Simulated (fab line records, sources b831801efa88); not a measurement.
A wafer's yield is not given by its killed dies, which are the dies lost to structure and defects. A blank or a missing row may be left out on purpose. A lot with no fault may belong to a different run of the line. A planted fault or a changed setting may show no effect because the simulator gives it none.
Struck lot and sound lot, side by side	flow sky130	28 out of 708 route steps
Sound: the wafers L250.1, L250.5, L250.6. Struck: wafers L256.1, L256.6. (L256.2 of the same lot was not struck and is left out.) The cause comes at the end.
Each step with rows lists, per side, the tool, then ch with its chambers, then its first start. Under that, the readings that differ: sound wafers	struck wafers	difference of the means	sigmas: that difference in standard deviations of wafers without a fault.
alike: same words and numbers on both sides, and readings whose means sit less than 2 such deviations apart. not compared: any withheld reading, any reading some wafer has no value for, any bound like >300 that may hide the same value, and any number with overlapping values for which the record gives no deviation.
The two part at a step that has a row with sigmas, a row that says differs or no value, or rows on one side only. Non-overlapping numbers with no deviation appear without sigmas and do not part them. A reading that every wafer of one side lacks parts them only if that side has two wafers or more.

SKY_VIA4_ETCH_12: etches SiO2 in C4F8/O2/Ar, stops on TiN, target depth 580 nm.
  sound on rie_diel-02 ch 0,1, day 42 14:43; struck on rie_diel-02 ch 2, day 44 10:58
  alike: oes_product_au
SKY_VIA4_STRIP_13: strips in O2/N2.
  sound on plasma_asher-02 ch 0,1, day 42 14:47; struck on plasma_asher-04 ch 0, day 44 11:02
reading	sound	struck	difference	sigmas
drypump_motor_current_A (A)	5.62 5.58 5.75	6.25 6.20	+0.57	+3
  alike: o2_flow_sccm, oes_product_au, strip_time_to_endpoint_s
  not compared: rf_hours_counter_h
then, 3 steps without rows for these wafers: SKY_VIA4_STRIP_14 (strips in post etch residue remover, time 1200 s); SKY_VIA4_CLEAN_15 (cleans in IPA, time 180 s); SKY_VIA4_CLEAN_16 (cleans in O3/DIW).
SKY_VIA4_SPUTTER_17: material TiN, target thk 20 nm, time 80 s.
  struck on pvd_sputter-04, day 44 11:38; sound on pvd_sputter-03, day 42 15:26
  alike: chamber_pressure_pa, throttle_valve_pct
SKY_VIA4_CVD_18: deposits W, target thk 505 nm, time 152.14 s.
  sound on cvd_w-02 ch 0,1, day 42 15:29; struck on cvd_w-02 ch 0, day 44 11:42
  alike: heater_power_w
SKY_VIA4_RS_MEAS_19: the measuring method here is four-point-probe.
  struck on film_metro-03, day 44 11:51; sound on film_metro-03, day 42 15:39
  alike: VIA4_W_RS
SKY_VIA4_THK_MEAS_20: measures by xrf.
  struck on film_metro-03, day 44 11:58; sound on film_metro-03, day 42 15:46
  alike: VIA4_W_THK
SKY_VIA4_CMP_21: polishes, stops on SiO2, t overpolish 25 s, target thk 0 nm.
  sound on cmp-02 ch 0,1,3, day 42 15:59; struck on cmp-02 ch 2,3, day 44 12:02
  alike: edge_zone_pressure_frac, motor_current_A, overpolish_run_s, slurry_flow_ml_min, time_to_endpoint_s
then, 2 steps without rows for these wafers: SKY_METAL5_SPUTTER_00 (material Ti, target thk 15 nm, time 10 s); SKY_METAL5_SPUTTER_01 (material TiN, target thk 20 nm, time 16.7 s).
SKY_METAL5_SPUTTER_02: material AlCu, target thk 1150 nm, time 61.2 s.
  struck on pvd_sputter-01, day 44 12:23; sound on pvd_sputter-02, day 42 16:10
reading	sound	struck	difference	sigmas
model.AlCu_of_METAL5_SPUTTER_02.thk_nm (nm)	1178 1164 1165	859.1 866.8	-306.0	
  alike: chamber_pressure_pa, throttle_valve_pct
then, 2 steps without rows for these wafers: SKY_METAL5_SPUTTER_03 (material Ti, target thk 5 nm, time 3.3 s); SKY_METAL5_SPUTTER_04 (material TiN, target thk 70 nm, time 56.1 s).
SKY_METAL5_RS_MEAS_05: the measuring method here is four-point-probe.
  struck on film_metro-04, day 44 12:31; sound on film_metro-02, day 42 16:17
reading	sound	struck	difference	sigmas
METAL5_ALCU_RS (ohm/sq)	0.02647 0.02679 0.02671	0.0363 0.03605	+0.0095	+41
SKY_METAL5_THK_MEAS_06: measures by xrf.
  struck on film_metro-04, day 44 12:38; sound on film_metro-02, day 42 16:25
reading	sound	struck	difference	sigmas
METAL5_ALCU_THK (nm)	1167 1159 1158	841 848	-317	-23
then, 8 steps without rows for these wafers: SKY_METAL5_DEHYDRATE_07 (time 60 s); SKY_METAL5_HMDS_08 (prime time 60 s); SKY_METAL5_COAT_09 (resist thk 1800 nm); SKY_METAL5_SOFTBAKE_10 (time 60 s); SKY_METAL5_EXPOSE_11 (exposes mask MM5, target cd 1600 nm); SKY_METAL5_PEB_12; SKY_METAL5_DEVELOP_13 (develop time 60 s); SKY_METAL5_DESCUM_14 (chemistry O2, time 11 s).
SKY_METAL5_METAL_ETCH_15: etches the open film in Cl2/BCl3, stops on SiO2, target depth 1260 nm, time 252 s.
  sound on rie_metal-02 ch 0,1, day 43 14:53; struck on rie_metal-04 ch 1, day 45 09:37
reading	sound	struck	difference	sigmas
drypump_motor_current_A (A)	5.8 5.8 5.7	5.0 5.0	-0.8	-2
oes_product_au (a.u.)	0.891 0.894 0.892	0.778 0.784	-0.111	-22
  alike: throttle_valve_pct
  not compared: rf_hours_counter_h
then, 1 step without rows for these wafers: SKY_METAL5_STRIP_16 (strips in O2/N2).
SKY_PAD_OPEN_PROBE_99:
  struck on prober-01, day 47 06:18; sound on prober-01, day 45 14:42
reading	sound	struck	difference	sigmas
killed_at_other	0 0 0	2 1	+2	+3
killed_short	39 43 49	26 36	-13	-2
model.etest.met5.rs_ohm_sq	0.02662 0.02664 0.02664	0.03632 0.03628	+0.00967	
model.etest.met5.line_ohm_um	0.01663 0.01659 0.01674	0.02263 0.02276	+0.00604	
  alike: defect_limited_yield, killed_at_M0_to_M3, killed_at_M4_up, killed_at_contacts, killed_at_front_end, killed_dies, killed_open, sort_bin_3_pad_short, sort_bin_5_function, sort_bin_6_memory, sort_n_pass, sort_yield_pct

WHERE THEY PART
Earliest at SKY_VIA4_STRIP_13; latest, in this record, at SKY_PAD_OPEN_PROBE_99.

WHY: the cause the simulator had injected
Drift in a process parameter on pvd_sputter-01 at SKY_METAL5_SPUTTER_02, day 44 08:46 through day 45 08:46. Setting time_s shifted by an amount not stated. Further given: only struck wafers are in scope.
